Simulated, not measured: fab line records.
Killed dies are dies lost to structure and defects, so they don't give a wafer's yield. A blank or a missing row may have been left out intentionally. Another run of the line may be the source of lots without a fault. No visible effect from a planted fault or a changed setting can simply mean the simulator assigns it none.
fab line records + flow sky130
record:
- lots: 6
- wafers: 18
- lastDay: 50
route steps=708 shown LDD_HVP@286 LDD_LDN@289 PAD_OPEN@708
lots untouched by any fault: they come from a run of this same line in which no faults occurred
startH: hours from the record's first day to the start of the lot's first wafer shown + waitH: time in hours since the lot's previous step + " same as the row above + L1.1+2: a row that stands for several wafers + - no value, or no start was given + * or withheld: withheld + < > ~ a bound
route shown NAME@n: NAME is a module with steps in the file, n the number in the route of the first one + usual: mean and standard deviation over wafers with no fault + same: alike in all rows + chamber/n: place in a boat + sites: per-site readings + _std_site: how widely they spread, as a standard deviation + _edge_site: mean of outer sites minus mean of inner sites + radiusMm: how far each site lies from the wafer's centre + mask NAME#n: copy n + behind: tool/chamber where the wafer was last shaped + hold: reason for holding the lot/hours on hold/outcome of the hold + device: the transistor (n, p or np) that didn't switch + end of line: the route-end tests of the same wafers + step lacking rows: just its recipe + killed: count of dies lost to structure and defects at first sort (not the wafer's yield) + map: per-die view of a wafer (x killed, . not killed, _ where there is no die)
set.NAME: the run value of the setting; set.NAME@STEP: its run value at that earlier step + model.NAME: the simulator's own value behind a step, which no gauge read
lots seen at some steps along the route; tables by step, rows by wafer
services: the hour from which a tool's chamber was out of use, counted from the record's first day as startH (under 0 if before that day), plus the number of hours and why
== steps ==
step: SKY_LDD_HVP_IMPLANT_08
recipe:
- species: B
- energyKev: 20.15
- doseCm2: 1.7e+13
- tiltDeg: 17.9
step: SKY_LDD_HVP_STRIP_09
recipe:
- chemistry: O2/N2
- powerW: 1400
- pressureMtorr: 1500
- platenTempC: withheld
- o2FlowSccm: 3000
- n2FlowSccm: 300
- overashFraction: 0.5
usual:
- drypumpMotorCurrentA: 6.0/0.44
- oesProductAu: 0.408/0.0049
- stripTimeToEndpointS: 4.134/0.013
| lot.wafer | tool           | chamber | startH | waitH | drypumpMotorCurrentA | oesProductAu | rfHoursCounterH | stripTimeToEndpointS |
|-----------|----------------|---------|--------|-------|----------------------|--------------|-----------------|----------------------|
| L223.2    | plasmaAsher-03 | 0       | 512.27 | 0.1   | 6.4                  | 0.402        | 8               | 4.148                |
| L223.3    | "              | 1       | "      | "     | 6.4                  | 0.407        | -               | 4.156                |
| L223.4    | "              | 0       | "      | "     | 6.4                  | 0.407        | -               | 4.131                |
| L225.2    | plasmaAsher-03 | 0       | 537.97 | 0.1   | 6.4                  | 0.406        | 11              | 4.136                |
| L225.4    | "              | 0       | "      | "     | 6.4                  | 0.397        | -               | 4.151                |
| L225.6    | "              | 1       | "      | "     | 6.4                  | 0.410        | -               | 4.138                |
| L226.1    | plasmaAsher-02 | 1       | 543.98 | 0.1   | 6.0                  | 0.409        | 43              | 4.124                |
| L226.3    | "              | 1       | "      | "     | 6.0                  | 0.402        | -               | 4.129                |
| L226.6    | "              | 0       | "      | "     | 5.5                  | 0.406        | -               | 4.127                |
| L235.1    | plasmaAsher-02 | 0       | 613.23 | 0.1   | 5.5                  | 0.407        | 49              | 4.134                |
| L235.2    | "              | 1       | "      | "     | 5.9                  | 0.404        | 49              | 4.125                |
| L235.5    | "              | 0       | "      | "     | 5.5                  | 0.409        | -               | 4.143                |
| L242.1    | plasmaAsher-03 | 0       | 676.38 | 0.1   | 6.4                  | 0.410        | 25              | 4.159                |
| L242.2    | "              | 1       | "      | "     | 6.4                  | 0.413        | 25              | 4.149                |
| L242.6    | "              | 1       | "      | "     | 6.4                  | 0.414        | -               | 4.147                |
| L244.3    | plasmaAsher-03 | 1       | 703.45 | 0.1   | 6.4                  | 0.404        | -               | 4.137                |
| L244.5    | "              | 1       | "      | "     | 6.4                  | 0.406        | -               | 4.129                |
| L244.6    | "              | 0       | "      | "     | 6.4                  | 0.409        | -               | 4.115                |
step: SKY_LDD_HVP_TW_MEAS_10
usual:
- LDD_HVP_TW: 455.9/2.6
| lot.wafer | tool         | chamber | startH | waitH | LDD_HVP_TW |
|-----------|--------------|---------|--------|-------|------------|
| L223.2    | filmMetro-03 | -       | 512.38 | 0.1   | 456.7      |
| L223.3    | "            | -       | "      | "     | 458.5      |
| L223.4    | "            | -       | "      | "     | 454.8      |
| L225.2    | filmMetro-02 | -       | 538.08 | 0.1   | 459.0      |
| L225.4    | "            | -       | "      | "     | 457.1      |
| L225.6    | "            | -       | "      | "     | 457.7      |
| L226.1    | filmMetro-04 | -       | 544.08 | 0.1   | 452.6      |
| L226.3    | "            | -       | "      | "     | 452.2      |
| L226.6    | "            | -       | "      | "     | 454.0      |
| L235.1    | filmMetro-02 | -       | 613.33 | 0.1   | 456.7      |
| L235.2    | "            | -       | "      | "     | 455.7      |
| L235.5    | "            | -       | "      | "     | 456.6      |
| L242.1    | filmMetro-02 | -       | 676.48 | 0.1   | 453.3      |
| L242.2    | "            | -       | "      | "     | 454.0      |
| L242.6    | "            | -       | "      | "     | 451.8      |
| L244.3    | filmMetro-03 | -       | 703.53 | 0.1   | 459.2      |
| L244.5    | "            | -       | "      | "     | 457.1      |
| L244.6    | "            | -       | "      | "     | 458.6      |
step: SKY_LDD_LDN_DEHYDRATE_00
recipe:
- tempC: 200
- timeS: 60
step: SKY_LDD_LDN_HMDS_01
recipe:
- primeTimeS: 60
- primeTempC: 120
step: SKY_LDD_LDN_COAT_02
recipe:
- resist: NOVOLAK
- spinRpm: 3000
- resistThkNm: 1140
step: SKY_LDD_LDN_SOFTBAKE_03
recipe:
- tempC: 90
- timeS: 60
- resist: NOVOLAK
step: SKY_LDD_LDN_EXPOSE_04
recipe:
- maskId: LDNTM
- na: 0.6
- sourceShape: conventional
- sigmaOuter: 0.6
- polarization: unpolarized
- targetCdNm: 700
- doseMj: 140
step: SKY_LDD_LDN_PEB_05
recipe:
- tempC: withheld
- timeS: *
- resist: NOVOLAK
step: SKY_LDD_LDN_DEVELOP_06
recipe:
- resist: NOVOLAK
- developer: TMAH
- developTimeS: 60
- devTempC: 23
step: SKY_LDD_LDN_OVL_MEAS_07
usual:
- LDD_LDN_OVL: -0.3/1.5
| lot.wafer | tool       | chamber | startH | waitH | LDD_LDN_OVL[nm] |
|-----------|------------|---------|--------|-------|-----------------|
| L223.2    | overlay-01 | -       | 542.25 | 0.1   | 2.1             |
| L223.3    | "          | -       | "      | "     | 0.2             |
| L223.4    | "          | -       | "      | "     | 2.2             |
| L225.2    | overlay-02 | -       | 568.04 | 0.1   | -1.9            |
| L225.4    | "          | -       | "      | "     | -2.7            |
| L225.6    | "          | -       | "      | "     | -1.1            |
| L226.1    | overlay-01 | -       | 574.33 | 0.1   | 0.8             |
| L226.3    | "          | -       | "      | "     | 0.2             |
| L226.6    | "          | -       | "      | "     | 0.3             |
| L235.1    | overlay-01 | -       | 642.24 | 0.1   | 2.4             |
| L235.2    | "          | -       | "      | "     | 0.9             |
| L235.5    | "          | -       | "      | "     | 1.1             |
| L242.1    | overlay-01 | -       | 704.13 | 0.1   | -2.5            |
| L242.2    | "          | -       | "      | "     | -0.3            |
| L242.6    | "          | -       | "      | "     | -2.3            |
| L244.3    | overlay-01 | -       | 731.50 | 0.1   | -1.1            |
| L244.5    | "          | -       | "      | "     | -1.3            |
| L244.6    | "          | -       | "      | "     | 0.2             |
step: SKY_LDD_LDN_IMPLANT_08
recipe:
- species: As
- energyKev: 15
- doseCm2: 1.25e+13
- tiltDeg: withheld
- rotationDeg: 23
step: SKY_LDD_LDN_IMPLANT_09
recipe:
- species: As
- energyKev: 15
- doseCm2: 1.25e+13
- tiltDeg: withheld
- rotationDeg: 113
usual:
- doseIonsCm2: 1.2499e+13/1.2e+10
- faradayCurrentUA: 70.5/1.4
| lot.wafer | tool         | chamber | startH | waitH | doseIonsCm2 | faradayCurrentUA |
|-----------|--------------|---------|--------|-------|-------------|------------------|
| L223.2    | implanter-04 | 0       | 542.45 | 0.1   | 1.2494e+13  | 72.0             |
| L223.3    | "            | 0       | "      | "     | 1.2499e+13  | 69.8             |
| L223.4    | "            | 0       | "      | "     | 1.2491e+13  | 72.8             |
| L225.2    | implanter-02 | 0       | 568.24 | 0.1   | 2.4479e+13  | 140.6            |
| L225.4    | "            | 0       | "      | "     | 2.4488e+13  | 137.5            |
| L225.6    | "            | 0       | "      | "     | 2.452e+13   | 139.2            |
| L226.1    | implanter-02 | 0       | 574.52 | 0.1   | 2.4477e+13  | 137.5            |
| L226.3    | "            | 0       | "      | "     | 2.4459e+13  | 140.1            |
| L226.6    | "            | 0       | "      | "     | 2.4496e+13  | 139.9            |
| L235.1    | implanter-03 | 0       | 642.43 | 0.1   | 1.2491e+13  | 69.6             |
| L235.2    | "            | 0       | "      | "     | 1.2501e+13  | 71.8             |
| L235.5    | "            | 0       | "      | "     | 1.2496e+13  | 71.9             |
| L242.1    | implanter-03 | 0       | 704.31 | 0.1   | 1.2503e+13  | 70.1             |
| L242.2    | "            | 0       | "      | "     | 1.2492e+13  | 69.8             |
| L242.6    | "            | 0       | "      | "     | 1.2477e+13  | 69.8             |
| L244.3    | implanter-02 | 0       | 731.72 | 0.1   | 1.2487e+13  | 71.3             |
| L244.5    | "            | 0       | "      | "     | 1.2506e+13  | 69.9             |
| L244.6    | "            | 0       | "      | "     | 1.2495e+13  | 74.4             |
step: SKY_LDD_LDN_IMPLANT_10
recipe:
- species: As
- energyKev: 15
- doseCm2: 1.25e+13
- tiltDeg: withheld
- rotationDeg: 203
step: SKY_LDD_LDN_IMPLANT_11
recipe:
- species: As
- energyKev: 15
- doseCm2: 1.25e+13
- tiltDeg: withheld
- rotationDeg: 293
step: SKY_LDD_LDN_STRIP_12
recipe:
- chemistry: O2/N2
- powerW: 1400
- pressureMtorr: 1500
- platenTempC: withheld
- o2FlowSccm: 3000
- n2FlowSccm: 300
- overashFraction: 0.5
usual:
- drypumpMotorCurrentA: 5.9/0.5
- oesProductAu: 0.716/0.0049
- stripTimeToEndpointS: 14.18/0.037
| lot.wafer | tool           | chamber | startH | waitH | drypumpMotorCurrentA | oesProductAu | rfHoursCounterH | stripTimeToEndpointS |
|-----------|----------------|---------|--------|-------|----------------------|--------------|-----------------|----------------------|
| L223.2    | plasmaAsher-04 | 1       | 542.88 | 0.1   | 6.7                  | 0.710        | 87              | 14.28                |
| L223.3    | "              | 0       | "      | "     | 5.3                  | 0.719        | -               | 14.21                |
| L223.4    | "              | 1       | "      | "     | 6.7                  | 0.718        | -               | 14.24                |
| L225.2    | plasmaAsher-02 | 1       | 568.67 | 0.1   | 5.9                  | 0.726        | 46              | 14.13                |
| L225.4    | "              | 1       | "      | "     | 5.9                  | 0.721        | -               | 14.14                |
| L225.6    | "              | 1       | "      | "     | 5.9                  | 0.708        | -               | 14.12                |
| L226.1    | plasmaAsher-04 | 0       | 574.97 | 0.1   | 5.3                  | 0.717        | 89              | 14.19                |
| L226.3    | "              | 1       | "      | "     | 6.7                  | 0.712        | -               | 14.18                |
| L226.6    | "              | 1       | "      | "     | 6.7                  | 0.718        | -               | 14.13                |
| L235.1    | plasmaAsher-04 | 1       | 642.88 | 0.1   | 6.7                  | 0.720        | 97              | 14.19                |
| L235.2    | "              | 0       | "      | "     | 5.3                  | 0.709        | 97              | 14.21                |
| L235.5    | "              | 0       | "      | "     | 5.4                  | 0.719        | -               | 14.20                |
| L242.1    | plasmaAsher-01 | 1       | 704.76 | 0.1   | 5.6                  | 0.710        | 83              | 14.08                |
| L242.2    | "              | 0       | "      | "     | 6.0                  | 0.708        | 83              | 14.17                |
| L242.6    | "              | 0       | "      | "     | 6.0                  | 0.715        | -               | 14.11                |
| L244.3    | plasmaAsher-04 | 1       | 732.15 | 0.1   | 6.7                  | 0.711        | -               | 14.16                |
| L244.5    | "              | 1       | "      | "     | 6.6                  | 0.718        | -               | 14.21                |
| L244.6    | "              | 0       | "      | "     | 5.4                  | 0.720        | -               | 14.18                |
step: SKY_LDD_LDN_TW_MEAS_13
usual:
- LDD_LDN_TW: 1476/7.4
| lot.wafer | tool         | chamber | startH | waitH | LDD_LDN_TW |
|-----------|--------------|---------|--------|-------|------------|
| L223.2    | filmMetro-03 | -       | 542.99 | 0.1   | 1473       |
| L223.3    | "            | -       | "      | "     | 1477       |
| L223.4    | "            | -       | "      | "     | 1480       |
| L225.2    | filmMetro-03 | -       | 568.78 | 0.1   | 1578       |
| L225.4    | "            | -       | "      | "     | 1581       |
| L225.6    | "            | -       | "      | "     | 1577       |
| L226.1    | filmMetro-04 | -       | 575.07 | 0.1   | 1562       |
| L226.3    | "            | -       | "      | "     | 1564       |
| L226.6    | "            | -       | "      | "     | 1559       |
| L235.1    | filmMetro-03 | -       | 642.98 | 0.1   | 1472       |
| L235.2    | "            | -       | "      | "     | 1481       |
| L235.5    | "            | -       | "      | "     | 1482       |
| L242.1    | filmMetro-03 | -       | 704.86 | 0.1   | 1480       |
| L242.2    | "            | -       | "      | "     | 1486       |
| L242.6    | "            | -       | "      | "     | 1487       |
| L244.3    | filmMetro-01 | -       | 732.24 | 0.1   | 1474       |
| L244.5    | "            | -       | "      | "     | 1472       |
| L244.6    | "            | -       | "      | "     | 1476       |
step: SKY_LDD_LDN_CLEAN_14
recipe:
- chemistry: SC1/SC2
- mix: 1:4:20
- tempC: 70
- timeS: 150
- dry: n2Spin
step: SKY_PAD_OPEN_PROBE_99
usual:
- killed_at_M0_to_M3: 45/6.8
- killed_at_M4_up: 3.0/1.7
- killedAtContacts: 25/5.7
- killedAtFrontEnd: 15/4.6
- killedAtOther: 0.3/0.66
- killedDies: 88/9.5
- killedOpen: 48/7.3
- killedShort: 39/6.5
same:
- grossDies: 492
- killedAtBackSide: 0
| lot.wafer | tool      | chamber | startH  | waitH | killed_at_M0_to_M3 | killed_at_M4_up | killedAtContacts | killedAtFrontEnd | killedAtOther | killedDies | killedOpen | killedShort | model.etest.tipSonos.rsOhmSq |
|-----------|-----------|---------|---------|-------|--------------------|-----------------|------------------|------------------|---------------|------------|------------|-------------|------------------------------|
| L223.2    | prober-01 | -       | 1088.25 | 0.1   | 42                 | 3               | 15               | 15               | 1             | 76         | 37         | 38          | 2705                         |
| L223.3    | prober-01 | -       | 1088.30 | 0.2   | 52                 | 1               | 21               | 19               | 0             | 93         | 53         | 39          | 2720                         |
| L223.4    | prober-01 | -       | 1088.35 | 0.2   | 32                 | 1               | 28               | 16               | 0             | 77         | 51         | 25          | 2670                         |
| L225.2    | prober-02 | -       | 1104.56 | 0.1   | 48                 | 4               | 28               | 15               | 0             | 95         | 41         | 54          | 2338                         |
| L225.4    | prober-02 | -       | 1104.66 | 0.2   | 39                 | 6               | 20               | 12               | 0             | 77         | 39         | 38          | 2298                         |
| L225.6    | prober-02 | -       | 1104.76 | 0.2   | 56                 | 3               | 36               | 16               | 1             | 112        | 62         | 50          | 2298                         |
| L226.1    | prober-01 | -       | 1108.15 | 0.1   | 52                 | 0               | 30               | 17               | 0             | 99         | 51         | 48          | 2385                         |
| L226.3    | prober-01 | -       | 1108.25 | 0.2   | 46                 | 3               | 27               | 21               | 0             | 97         | 52         | 45          | 2397                         |
| L226.6    | prober-01 | -       | 1108.40 | 0.2   | 46                 | 4               | 19               | 17               | 1             | 87         | 50         | 37          | 2322                         |
| L235.1    | prober-02 | -       | 1154.10 | 0.1   | 45                 | 3               | 19               | 12               | 0             | 79         | 47         | 32          | 2786                         |
| L235.2    | prober-02 | -       | 1154.15 | 0.1   | 34                 | 3               | 37               | 12               | 2             | 88         | 50         | 38          | 2746                         |
| L235.5    | prober-02 | -       | 1154.30 | 0.2   | 40                 | 2               | 32               | 15               | 0             | 89         | 45         | 43          | 2763                         |
| L242.1    | prober-01 | -       | 1190.90 | 0.1   | 47                 | 4               | 35               | 16               | 0             | 102        | 59         | 43          | 2586                         |
| L242.2    | prober-01 | -       | 1190.95 | 0.1   | 53                 | 4               | 23               | 13               | 0             | 93         | 60         | 33          | 2582                         |
| L242.6    | prober-01 | -       | 1191.15 | 0.2   | 58                 | 3               | 19               | 20               | 1             | 101        | 58         | 43          | 2558                         |
| L244.3    | prober-02 | -       | 1205.91 | 0.2   | 50                 | 5               | 32               | 10               | 1             | 98         | 50         | 48          | 2605                         |
| L244.5    | prober-02 | -       | 1206.01 | 0.2   | 30                 | 1               | 30               | 28               | 0             | 89         | 52         | 37          | 2621                         |
| L244.6    | prober-02 | -       | 1206.06 | 0.2   | 48                 | 1               | 23               | 16               | 0             | 88         | 41         | 47          | 2631                         |
killed by level:class
L223.2 VIA1:geometricParticle:open=10 LI_CONTACT:geometricParticle:open=7 VIA1:geometricParticle:short=7 METAL1:geometricParticle:short=7 VIA3:geometricParticle:open=5 VIA2:geometricParticle:open=5 POLY_GATE:geometricParticle:open=4 VIA2:geometricParticle:short=4
L223.3 VIA1:geometricParticle:open=12 VIA2:geometricParticle:open=11 VIA1:geometricParticle:short=7 VIA3:geometricParticle:open=7 POLY_GATE:geometricParticle:open=6 FIELD_ISO:geometricParticle:short=5 CONTACT:geometricParticle:short=5 LI_CONTACT:geometricParticle:open=5
L223.4 LI_CONTACT:geometricParticle:open=11 VIA1:geometricParticle:open=8 CONTACT:geometricParticle:open=7 FIELD_ISO:geometricParticle:open=5 CONTACT:geometricParticle:short=5 METAL2:geometricParticle:short=5 VIA1:geometricParticle:short=4 VIA2:geometricParticle:open=4
L225.2 CONTACT:geometricParticle:open=9 METAL2:geometricParticle:short=9 VIA1:geometricParticle:open=8 VIA2:geometricParticle:open=8 POLY_GATE:geometricParticle:short=7 LI_CONTACT:geometricParticle:open=6 VIA2:geometricParticle:short=6 CONTACT:geometricParticle:short=5
L225.4 CONTACT:geometricParticle:short=7 VIA1:geometricParticle:open=7 CONTACT:geometricParticle:open=6 VIA2:geometricParticle:short=6 VIA2:geometricParticle:open=6 METAL2:geometricParticle:short=5 VIA1:geometricParticle:short=4 VIA3:geometricParticle:open=4
L225.6 VIA1:geometricParticle:open=14 LI_CONTACT:geometricParticle:open=12 CONTACT:geometricParticle:open=11 LOCAL_INTERCONNECT:geometricParticle:short=8 VIA1:geometricParticle:short=6 VIA2:geometricParticle:open=6 FIELD_ISO:geometricParticle:short=5 VIA3:geometricParticle:short=5
L226.1 VIA1:geometricParticle:open=10 VIA2:geometricParticle:open=8 CONTACT:geometricParticle:open=8 METAL2:geometricParticle:short=7 LI_CONTACT:geometricParticle:open=7 CONTACT:geometricParticle:short=7 VIA3:geometricParticle:short=6 VIA3:geometricParticle:open=6
L226.3 LI_CONTACT:geometricParticle:open=9 CONTACT:geometricParticle:open=8 VIA1:geometricParticle:open=8 VIA1:geometricParticle:short=7 VIA2:geometricParticle:open=7 POLY_GATE:geometricParticle:open=5 CONTACT:geometricParticle:short=5 VIA2:geometricParticle:short=5
L226.6 VIA1:geometricParticle:open=9 VIA1:geometricParticle:short=8 VIA2:geometricParticle:open=8 FIELD_ISO:geometricParticle:open=5 POLY_GATE:geometricParticle:open=5 CONTACT:geometricParticle:short=5 LI_CONTACT:geometricParticle:open=5 CONTACT:geometricParticle:open=5
L235.1 VIA2:geometricParticle:open=10 VIA3:geometricParticle:open=9 VIA1:geometricParticle:open=8 LI_CONTACT:geometricParticle:open=6 FIELD_ISO:geometricParticle:short=5 CONTACT:geometricParticle:open=5 VIA1:geometricParticle:short=4 METAL1:geometricParticle:short=4
L235.2 CONTACT:geometricParticle:open=12 VIA1:geometricParticle:open=11 LOCAL_INTERCONNECT:geometricParticle:short=10 LI_CONTACT:geometricParticle:open=8 FIELD_ISO:geometricParticle:short=4 METAL1:geometricParticle:short=4 METAL3:geometricParticle:short=4 METAL2:geometricParticle:short=4
L235.5 VIA1:geometricParticle:open=9 CONTACT:geometricParticle:short=8 CONTACT:geometricParticle:open=8 LI_CONTACT:geometricParticle:open=7 LOCAL_INTERCONNECT:geometricParticle:short=6 METAL1:geometricParticle:short=6 FIELD_ISO:geometricParticle:open=5 POLY_GATE:geometricParticle:short=5
L242.1 VIA1:geometricParticle:open=16 CONTACT:geometricParticle:open=14 VIA1:geometricParticle:short=7 FIELD_ISO:geometricParticle:open=6 LI_CONTACT:geometricParticle:open=6 CONTACT:geometricParticle:short=6 VIA3:geometricParticle:open=6 LOCAL_INTERCONNECT:geometricParticle:short=5
L242.2 VIA1:geometricParticle:open=18 CONTACT:geometricParticle:open=12 VIA3:geometricParticle:open=8 METAL2:geometricParticle:short=7 METAL1:geometricParticle:short=6 VIA1:geometricParticle:short=6 LI_CONTACT:geometricParticle:open=5 FIELD_ISO:geometricParticle:open=4
L242.6 VIA1:geometricParticle:open=16 VIA1:geometricParticle:short=10 CONTACT:geometricParticle:open=9 VIA3:geometricParticle:open=8 METAL2:geometricParticle:short=6 POLY_GATE:geometricParticle:open=6 VIA2:geometricParticle:open=6 POLY_GATE:geometricParticle:short=5
L244.3 CONTACT:geometricParticle:open=10 VIA1:geometricParticle:open=10 LI_CONTACT:geometricParticle:open=9 VIA2:geometricParticle:open=9 METAL1:geometricParticle:short=7 VIA1:geometricParticle:short=7 LOCAL_INTERCONNECT:geometricParticle:short=6 VIA2:geometricParticle:short=5
L244.5 CONTACT:geometricParticle:open=14 POLY_GATE:geometricParticle:open=12 VIA3:geometricParticle:open=7 LI_CONTACT:geometricParticle:short=6 VIA1:geometricParticle:open=6 FIELD_ISO:geometricParticle:short=5 POLY_GATE:geometricParticle:short=5 CONTACT:geometricParticle:short=4
L244.6 METAL1:geometricParticle:short=11 VIA1:geometricParticle:open=9 LI_CONTACT:geometricParticle:open=7 METAL2:geometricParticle:short=7 LOCAL_INTERCONNECT:geometricParticle:short=6 CONTACT:geometricParticle:open=6 VIA3:geometricParticle:open=6 POLY_GATE:geometricParticle:short=5
== services ==
| tool           | chamber | startH | hours | kind   |
|----------------|---------|--------|-------|--------|
| plasmaAsher-03 | -       | 494.54 | 0.5   | repair |
| implanter-03   | -       | 494.88 | 80.7  | pm     |
| plasmaAsher-02 | -       | 515.58 | 13.3  | repair |
| implanter-02   | -       | 521.89 | 2.9   | repair |
| plasmaAsher-04 | -       | 543.83 | 2.8   | pm     |
| implanter-02   | -       | 556.36 | 4.4   | pm     |
| implanter-04   | -       | 567.74 | 1.7   | repair |
| implanter-03   | -       | 575.57 | 2.2   | pm     |
| plasmaAsher-02 | -       | 587.86 | 15.6  | pm     |
| implanter-04   | -       | 653.20 | 4.2   | pm     |
| plasmaAsher-02 | -       | 658.97 | 1.3   | repair |
| implanter-02   | -       | 662.43 | 3.1   | pm     |
| implanter-04   | -       | 671.74 | 6.7   | repair |
| plasmaAsher-04 | -       | 689.17 | 3.7   | repair |
| plasmaAsher-02 | -       | 703.63 | 6.9   | repair |
| implanter-02   | -       | 720.60 | 3.4   | repair |
| plasmaAsher-04 | -       | 720.81 | 1.5   | repair |
== key ==
firstSign:
- step: SKY_LDD_LDN_IMPLANT_09
- reading: doseIonsCm2
- direction: up
- sigmas: 99+
- usual: *
- struck: *
effect:
- step: SKY_LDD_LDN_IMPLANT_09
- reading: faradayCurrentUA
- direction: up
- sigmas: 50
- usual: 70.5
- struck: 139.1
effect:
- step: SKY_LDD_LDN_TW_MEAS_13
- reading: LDD_LDN_TW
- direction: up
- sigmas: 13
- usual: 1476
- struck: 1570
modelEffect:
- step: SKY_PAD_OPEN_PROBE_99
- value: etest.tipSonos.rsOhmSq
- without: 2637
- struck: 2340
metAt SKY_LDD_LDN_IMPLANT_09
struckWafers L225.2,L225.4,L225.6,L226.1,L226.3,L226.6
testerLeftOut L225,L226
fault:
- kind: processParameterDrift
- tool: implanter-02
- chamber: -
- onsetH: 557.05
- steps: SKY_LDD_LDN_IMPLANT_09
- channel: doseCm2
- offset: *
- shape: step
- endH: 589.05
- actsIn: *
- stated: *
testerLeftOut: of these lots the tester's yield and bins aren't shown, on N5 and GAA mostly nor the transistor test; their killed dies are dies lost to structure and defects alone, not to doping, threshold or leakage, so they don't give the yield
